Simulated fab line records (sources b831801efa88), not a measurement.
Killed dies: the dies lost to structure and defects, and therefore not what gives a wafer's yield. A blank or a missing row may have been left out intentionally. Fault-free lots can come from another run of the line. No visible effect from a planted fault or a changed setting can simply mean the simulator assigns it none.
Which tool did it? ; flow gf180mcu ; Sampling: 24 lots, 72 wafers, 6 of 602 route steps

## WHAT EACH GAUGE READ, for each wafer
GF_V2_THK_MEAS_25: measures by xrf. Usual: V2_W_THK 356 nm, standard deviation 4.2.
lot;measured;on;V2_W_THK (nm);flag
L074;day 20 11:22;film_metro-02;353 355 360;
L075;day 20 19:21;film_metro-01;353 353 363;
L076;day 20 21:53;film_metro-02;354 353 357;
L077;day 21 08:44;film_metro-01;362 369 363;
L078;day 21 11:56;film_metro-02;353 358 357;
L080;day 22 20:01;film_metro-01;360 361 355;
L079;day 22 22:34;film_metro-01;361 356 358;
L081;day 23 01:29;film_metro-02;349 357 348;
L082;day 23 06:33;film_metro-01;354 356 358;
L083;day 24 00:03;film_metro-01;358 357 359;
L085;day 24 06:10;film_metro-01;362 353 359;
L084;day 24 07:35;film_metro-03;354 351 360;
L086;day 24 11:57;film_metro-01;357 356 362;
L087;day 24 15:27;film_metro-01;360 355 358;
L088;day 25 09:38;film_metro-01;354 357 359;
L090;day 26 01:30;film_metro-02;358 356 355;
L089;day 26 02:13;film_metro-03;353 351 350;
L091;day 26 18:08;film_metro-01;355 353 356;
L092;day 26 19:08;film_metro-02;354 355 353;
L093;day 26 19:40;film_metro-03;353 352 347;
L094;day 27 16:16;film_metro-02;359 358 359;
L096;day 27 20:16;film_metro-02;358 360 357;
L095;day 27 22:05;film_metro-03;352 350 351;
L097;day 28 03:46;film_metro-03;351 348 344;

GF_M3_RS_MEAS_05: a four-point-probe measurement. Usual: M3_ALCU_RS 0.0696 ohm/sq, standard deviation 0.00073.
lot;measured;on;M3_ALCU_RS (ohm/sq);flag
L074;day 20 11:58;film_metro-02;0.0696 0.0706 0.0693;
L075;day 20 19:56;film_metro-01;0.0702 0.0703 0.0700;
L076;day 20 22:29;film_metro-01;0.0693 0.0704 0.0688;
L077;day 21 09:19;film_metro-02;0.0705 0.0694 0.0698;
L078;day 21 12:31;film_metro-02;0.0683 0.0690 0.0698;
L080;day 22 20:36;film_metro-04;0.0690 0.0692 0.0700;
L079;day 22 23:08;film_metro-04;0.0703 0.0696 0.0692;
L081;day 23 02:04;film_metro-02;0.0696 0.0692 0.0693;
L082;day 23 07:08;film_metro-04;0.0716 0.0690 0.0695;
L083;day 24 00:39;film_metro-04;0.0695 0.0701 0.0692;
L085;day 24 06:44;film_metro-01;0.0680 0.0679 0.0684;
L084;day 24 08:10;film_metro-01;0.0694 0.0694 0.0688;
L086;day 24 12:32;film_metro-02;0.0690 0.0694 0.0689;
L087;day 24 16:02;film_metro-04;0.0701 0.0697 0.0696;
L088;day 25 10:15;film_metro-01;0.0698 0.0714 0.0699;
L090;day 26 02:05;film_metro-01;0.0702 0.0695 0.0704;
L089;day 26 03:17;film_metro-04;0.0689 0.0688 0.0695;
L091;day 26 18:44;film_metro-04;0.0701 0.0686 0.0690;
L092;day 26 19:43;film_metro-01;0.0694 0.0695 0.0693;
L093;day 26 20:14;film_metro-01;0.0694 0.0696 0.0695;
L094;day 27 16:51;film_metro-02;0.0682 0.0687 0.0683;
L096;day 27 22:08;film_metro-01;0.0695 0.0696 0.0695;
L095;day 27 22:55;film_metro-01;0.0709 0.0722 0.0717;
L097;day 28 04:20;film_metro-04;0.0699 0.0696 0.0693;

GF_V3_THK_MEAS_03. Usual: V3_CVD_02_THK 850 nm, standard deviation 11.
lot;measured;on;V3_CVD_02_THK (nm);flag
L074;day 21 12:43;film_metro-04;843 856 841;
L075;day 21 20:59;film_metro-03;825 845 834;
L076;day 21 23:28;film_metro-02;836 833 854;
L077;day 22 09:21;film_metro-03;830 851 852;
L078;day 22 13:07;film_metro-03;845 849 863;
L080;day 23 20:26;film_metro-04;854 858 861;
L079;day 23 22:54;film_metro-02;848 844 855;
L081;day 24 01:41;film_metro-03;846 841 840;
L082;day 24 06:31;film_metro-03;851 870 866;
L083;day 24 23:53;film_metro-04;831 861 861;
L085;day 25 05:23;film_metro-02;853 849 855;
L084;day 25 06:56;film_metro-04;844 843 853;
L086;day 25 10:40;film_metro-02;836 856 850;
L087;day 25 14:34;film_metro-03;841 841 845;
L088;day 26 07:38;film_metro-02;855 859 870;
L090;day 26 22:44;film_metro-03;855 861 855;
L089;day 27 01:28;film_metro-03;853 846 864;
L091;day 27 15:34;film_metro-04;834 841 851;
L092;day 27 16:43;film_metro-04;843 838 858;
L093;day 27 17:13;film_metro-03;849 828 850;
L094;day 28 13:19;film_metro-03;854 840 841;
L096;day 28 18:29;film_metro-04;833 840 863;
L095;day 28 18:40;film_metro-04;846 845 858;
L097;day 29 00:29;film_metro-03;846 863 854;

GF_M5_CD_MEAS_07: the cd target is 280 nm. Usual: cd_nm at 280.2 nm, with a standard deviation of 1.5.
lot;measured;on;cd_nm (nm);flag
L074;day 26 09:28;cd_sem-01;280.8 280.5 279.7;
L075;day 26 16:21;cd_sem-01;279.1 278.7 278.9;
L076;day 26 18:44;cd_sem-01;280.9 279.9 281.6;
L077;day 27 02:23;cd_sem-01;281.5 280.8 280.4;
L078;day 27 05:05;cd_sem-01;282.6 282.3 281.9;
L080;day 28 09:47;cd_sem-02;281.7 281.9 282.1;
L079;day 28 11:22;cd_sem-01;280.5 280.5 280.8;
L081;day 28 15:08;cd_sem-01;280.8 282.2 281.9;
L082;day 28 20:14;cd_sem-02;278.4 277.2 277.9;
L083;day 29 11:16;cd_sem-02;278.9 278.4 278.7;
L085;day 29 14:55;cd_sem-01;279.6 278.5 280.1;
L084;day 29 16:43;cd_sem-01;280.1 279.4 280.4;
L086;day 29 20:02;cd_sem-01;280.7 280.3 280.7;
L087;day 29 21:44;cd_sem-02;276.3 275.5 275.5;
L088;day 30 14:13;cd_sem-02;280.8 280.2 279.8;
L090;day 31 03:02;cd_sem-02;279.8 279.7 279.7;
L089;day 31 05:59;cd_sem-02;281.3 280.9 281.3;
L091;day 31 17:46;cd_sem-01;280.4 280.2 279.5;
L092;day 31 19:00;cd_sem-01;280.9 279.1 279.7;
L093;day 31 19:20;cd_sem-01;280.9 279.7 281.5;
L094;day 32 12:14;cd_sem-02;283.6 282.0 281.5;
L096;day 32 17:25;cd_sem-01;280.8 281.1 279.8;
L095;day 32 18:07;cd_sem-01;282.2 280.9 281.2;
L097;day 32 21:46;cd_sem-01;279.7 278.9 279.4;

GF_PASSIVATION_THK_MEAS_03. Usual: PASSIVATION_CVD_02_THK 698 nm, standard deviation 8.7.
lot;measured;on;PASSIVATION_CVD_02_THK (nm);flag
L074;day 28 06:14;film_metro-03;691 702 703;
L075;day 28 12:25;film_metro-02;693 711 696;
L076;day 28 15:30;film_metro-02;688 695 697;
L077;day 28 22:18;film_metro-02;685 705 696;
L078;day 29 01:08;film_metro-01;702 699 714;
L080;day 30 04:23;film_metro-02;704 707 707;
L079;day 30 05:25;film_metro-01;701 696 705;
L081;day 30 09:20;film_metro-02;693 688 690;
L082;day 30 14:26;film_metro-03;696 705 699;
L083;day 31 04:23;film_metro-03;673 698 694;
L085;day 31 08:22;film_metro-03;695 685 690;
L084;day 31 09:22;film_metro-03;688 693 701;
L086;day 31 12:34;film_metro-03;688 712 699;
L087;day 31 12:50;film_metro-01;684 693 689;
L088;day 32 05:53;film_metro-03;703 692 703;
L090;day 32 16:53;film_metro-01;684 700 707;
L089;day 32 19:27;film_metro-03;682 697 696;
L091;day 33 07:02;film_metro-01;690 698 700;
L092;day 33 07:32;film_metro-03;680 692 700;
L093;day 33 08:33;film_metro-02;702 699 713;
L094;day 33 23:06;film_metro-01;702 705 708;
L096;day 34 05:28;film_metro-01;697 701 710;
L095;day 34 06:24;film_metro-03;693 676 700;
L097;day 34 09:13;film_metro-02;697 702 701;

## TOOL THAT RAN EACH LOT (tool first, then ch and the chambers of the sampled wafers, then the start)
lot;GF_V2_ETCH_16
L074;rie_diel-04 ch 0,1, day 20 10:20
L075;rie_diel-01 ch 1,3, day 20 18:19
L076;rie_diel-01 ch 1,2,3, day 20 20:53
L077;rie_diel-01 ch 1,2, day 21 07:44
L078;rie_diel-03 ch 1,2,3, day 21 10:56
L080;rie_diel-04 ch 0,1,2, day 22 19:02
L079;rie_diel-03 ch 0,2,3, day 22 21:32
L081;rie_diel-04 ch 0,1,2, day 23 00:28
L082;rie_diel-04 ch 0,3, day 23 05:32
L083;rie_diel-04 ch 0,1,2, day 23 22:56
L085;rie_diel-01 ch 1,2,3, day 24 05:02
L084;rie_diel-01 ch 0,1, day 24 06:35
L086;rie_diel-03 ch 0,1,3, day 24 10:58
L087;rie_diel-01 ch 1,2,3, day 24 14:28
L088;rie_diel-01 ch 0,2,3, day 25 08:35
L090;rie_diel-01 ch 1,2, day 26 00:16
L089;rie_diel-03 ch 1,2,3, day 26 01:11
L091;rie_diel-04 ch 0,1,2, day 26 17:08
L092;rie_diel-04 ch 0,2,3, day 26 18:05
L093;rie_diel-01 ch 1,2,3, day 26 18:40
L094;rie_diel-03 ch 1,2, day 27 15:16
L096;rie_diel-01 ch 1,2,3, day 27 19:16
L095;rie_diel-04 ch 2,3, day 27 21:02
L097;rie_diel-04 ch 1,3, day 28 02:46
- GF_V2_ETCH_16: etches BARC in N2/H2.

## AS READ BY THE TOOLS THEMSELVES (means over the sampled wafers that have a number; for cases with no such wafer, the mark the record gives instead)
GF_V2_ETCH_16. Usual: drypump_motor_current_A 5.9 A, standard deviation 0.42; oes_product_au 0.855 a.u., standard deviation 0.0053; throttle_valve_pct 13.225 %, standard deviation 0.0096.
lot;tool;drypump_motor_current_A (A);oes_product_au (a.u.);throttle_valve_pct (%);flag
L074;rie_diel-04;5.7;0.850;13.222;
L075;rie_diel-01;6.4;0.851;13.228;
L076;rie_diel-01;6.2;0.855;13.224;
L077;rie_diel-01;6.3;0.851;13.226;
L078;rie_diel-03;5.8;0.854;13.224;
L080;rie_diel-04;5.9;0.860;13.223;
L079;rie_diel-03;6.1;0.859;13.218;
L081;rie_diel-04;5.9;0.853;13.223;
L082;rie_diel-04;5.8;0.847;13.224;
L083;rie_diel-04;5.9;0.852;13.222;
L085;rie_diel-01;6.2;0.858;13.218;
L084;rie_diel-01;6.0;0.853;13.223;
L086;rie_diel-03;6.0;0.854;13.220;
L087;rie_diel-01;6.2;0.854;13.224;
L088;rie_diel-01;5.7;0.859;13.220;
L090;rie_diel-01;6.3;0.859;13.222;
L089;rie_diel-03;5.8;0.854;13.222;
L091;rie_diel-04;5.9;0.855;13.222;
L092;rie_diel-04;5.9;0.853;13.223;
L093;rie_diel-01;6.2;0.852;13.228;
L094;rie_diel-03;5.7;0.850;13.221;
L096;rie_diel-01;6.2;0.851;13.231;
L095;rie_diel-04;6.1;0.857;13.219;
L097;rie_diel-04;5.7;0.856;13.229;

## THE ANSWER, worked out from the rows above alone
Rule: take the mean of a lot's wafers that have a number; if it is more than 3 standard deviations from the usual mean, the lot is off. A lot without any number at a reading at which 4 lots or more have one is off too. Where the step has rows for the other lots, those lots are counted as sound. The gauges are gone through in route order, then the tools' own readings, and for those a lot's mean is taken as printed above. The first step at which some lot is off is used, and at that step the reading that is off furthest; a lot without a number counts as furthest.
No lot is off at any reading shown: from this, nothing can be told.

## WHAT WAS PUT IN BY THE SIMULATOR
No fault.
